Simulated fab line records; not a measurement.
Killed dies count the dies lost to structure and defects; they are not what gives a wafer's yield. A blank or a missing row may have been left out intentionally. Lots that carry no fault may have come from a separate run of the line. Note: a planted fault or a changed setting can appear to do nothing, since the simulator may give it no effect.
Which of the tools did it?    flow sky130    24 lots, 72 wafers sampled, at 3 steps of a route of 708

## WHAT THE GAUGES SHOWED, per wafer
SKY_PWDE_OVL_MEAS_07. Usual: PWDE_OVL 0.8 nm, standard deviation 1.5.
lot   measured     on          PWDE_OVL (nm)   flag
L074  day 3 23:03  overlay-01  2.6 1.8 1.2     
L075  day 4 06:11  overlay-02  0.0 0.5 1.2     
L077  day 4 12:59  overlay-01  0.8 1.6 0.2     
L076  day 4 13:39  overlay-02  -0.8 0.3 -1.1   
L078  day 4 18:50  overlay-01  -0.9 -1.0 -2.2  
L079  day 5 02:05  overlay-01  -0.2 -0.5 0.3   
L080  day 5 09:41  overlay-02  2.2 1.1 1.8     
L081  day 5 13:08  overlay-02  1.4 1.6 1.7     
L082  day 5 18:26  overlay-02  0.7 1.3 0.9     
L083  day 6 01:47  overlay-02  2.3 1.1 1.9     
L084  day 6 05:50  overlay-01  -1.5 -2.2 -1.8  
L085  day 6 09:59  overlay-01  -1.7 -0.2 -0.4  
L086  day 6 15:41  overlay-02  -0.7 1.0 -0.2   
L087  day 6 22:09  overlay-02  1.7 1.6 1.6     
L088  day 7 01:11  overlay-01  0.6 1.5 0.6     
L089  day 7 09:29  overlay-01  1.0 0.9 1.1     
L090  day 7 13:17  overlay-02  2.2 3.2 4.2     
L091  day 7 20:06  overlay-02  1.1 1.1 1.2     
L092  day 8 02:26  overlay-02  -1.9 -0.7 -0.1  
L093  day 8 06:50  overlay-01  -2.5 -0.8 -0.5  
L094  day 8 22:14  overlay-02  1.0 0.5 0.4     
L095  day 9 14:47  overlay-02  -0.3 1.6 1.0    
L096  day 9 15:08  overlay-02  5.3 3.9 3.0     
L097  day 9 17:50  overlay-02  3.1 1.2 1.5     

SKY_VIA3_CD_MEAS_12: the cd target is 200 nm. Usual: 200.2 nm for cd_nm, sd 1.3.
lot   measured      on         cd_nm (nm)         flag
L074  day 39 18:55  cd_sem-01  200.0 199.1 201.6  
L075  day 40 10:32  cd_sem-02  197.1 199.0 199.3  
L077  day 40 07:41  cd_sem-02  202.5 202.9 201.8  
L076  day 40 05:35  cd_sem-02  201.2 201.5 200.9  
L078  day 40 11:21  cd_sem-01  199.4 199.3 198.9  
L079  day 41 04:11  cd_sem-01  199.3 199.5 200.4  
L080  day 41 11:29  cd_sem-01  197.2 198.7 198.3  
L081  day 41 13:53  cd_sem-01  199.2 199.5 199.2  
L082  day 41 18:23  cd_sem-02  199.3 200.7 199.3  
L083  day 41 21:50  cd_sem-01  201.1 199.3 200.0  
L084  day 42 05:08  cd_sem-02  198.4 198.7 199.8  
L085  day 42 11:39  cd_sem-02  198.5 199.4 199.4  
L086  day 42 20:14  cd_sem-02  201.0 200.3 199.3  
L087  day 42 21:32  cd_sem-01  202.4 202.1 202.1  
L088  day 43 01:50  cd_sem-02  199.1 199.1 198.7  
L089  day 43 17:44  cd_sem-02  200.7 200.0 201.2  
L090  day 43 20:50  cd_sem-01  200.1 199.7 200.1  
L091  day 44 05:31  cd_sem-02  201.9 201.9 201.9  
L092  day 44 10:14  cd_sem-02  201.3 199.4 201.2  
L093  day 44 15:03  cd_sem-02  200.4 200.5 200.5  
L094  day 45 05:47  cd_sem-01  198.7 200.4 199.8  
L095  day 45 22:08  cd_sem-02  198.6 199.2 199.5  
L096  day 45 22:54  cd_sem-02  201.5 202.2 201.9  
L097  day 45 22:40  cd_sem-02  201.0 201.3 200.9  

## TOOL THAT RAN EACH LOT (tool first, then ch and the chambers of the sampled wafers, then the start)
lot   SKY_LI_CONTACT_SPUTTER_20
L074  pvd_sputter-04, day 29 11:27
L075  pvd_sputter-04, day 30 04:38
L077  pvd_sputter-02, day 30 02:35
L076  pvd_sputter-01, day 30 00:32
L078  pvd_sputter-01, day 30 05:00
L079  pvd_sputter-02, day 31 00:38
L080  pvd_sputter-04, day 31 08:23
L081  pvd_sputter-04, day 31 11:20
L082  pvd_sputter-01, day 31 17:38
L083  pvd_sputter-01, day 31 22:08
L084  pvd_sputter-01, day 32 04:44
L085  pvd_sputter-01, day 32 11:56
L086  pvd_sputter-02, day 32 20:17
L087  pvd_sputter-01, day 33 00:20
L088  pvd_sputter-04, day 33 05:26
L089  pvd_sputter-02, day 33 21:37
L090  pvd_sputter-02, day 34 01:32
L091  pvd_sputter-02, day 34 11:56
L092  pvd_sputter-01, day 34 20:16
L093  pvd_sputter-02, day 35 00:23
L094  pvd_sputter-02, day 35 19:32
L095  pvd_sputter-02, day 36 10:17
L096  pvd_sputter-02, day 36 13:41
L097  pvd_sputter-04, day 36 12:49
- SKY_LI_CONTACT_SPUTTER_20: material TiN, target thk 20 nm, time 80 s.

## AS READ BY THE TOOLS THEMSELVES (means over the sampled wafers that have a number; for cases with no such wafer, the mark the record gives instead)
SKY_LI_CONTACT_SPUTTER_20. Usual: 30.0 % for throttle_valve_pct, sd 1.1.
lot   tool            throttle_valve_pct (%)  flag
L074  pvd_sputter-04  30.4                    
L075  pvd_sputter-04  30.6                    
L077  pvd_sputter-02  28.9                    
L076  pvd_sputter-01  30.4                    
L078  pvd_sputter-01  29.7                    
L079  pvd_sputter-02  30.1                    
L080  pvd_sputter-04  30.4                    
L081  pvd_sputter-04  30.4                    
L082  pvd_sputter-01  29.8                    
L083  pvd_sputter-01  30.5                    
L084  pvd_sputter-01  30.6                    
L085  pvd_sputter-01  29.8                    
L086  pvd_sputter-02  30.0                    
L087  pvd_sputter-01  29.7                    
L088  pvd_sputter-04  30.9                    
L089  pvd_sputter-02  30.7                    
L090  pvd_sputter-02  30.7                    
L091  pvd_sputter-02  29.9                    
L092  pvd_sputter-01  31.2                    
L093  pvd_sputter-02  29.8                    
L094  pvd_sputter-02  30.7                    
L095  pvd_sputter-02  29.0                    
L096  pvd_sputter-02  28.8                    
L097  pvd_sputter-04  30.9                    

## THE ANSWER, worked out from the rows above alone
Rule: a lot is off if the mean of its wafers that have a number lies more than 3 standard deviations from the usual mean. A lot without any number at a reading at which 4 lots or more have one is off too. The other lots that the step has rows for count as sound. After the gauges, taken in route order, come the tools' own readings; for these a lot's mean is taken, as printed above. The first step at which some lot is off is used, and at that step the reading that is off furthest; a lot without a number counts as furthest.
Nothing can be told from this: no lot is off at any reading shown.

## WHAT THE SIMULATOR HAD PUT IN
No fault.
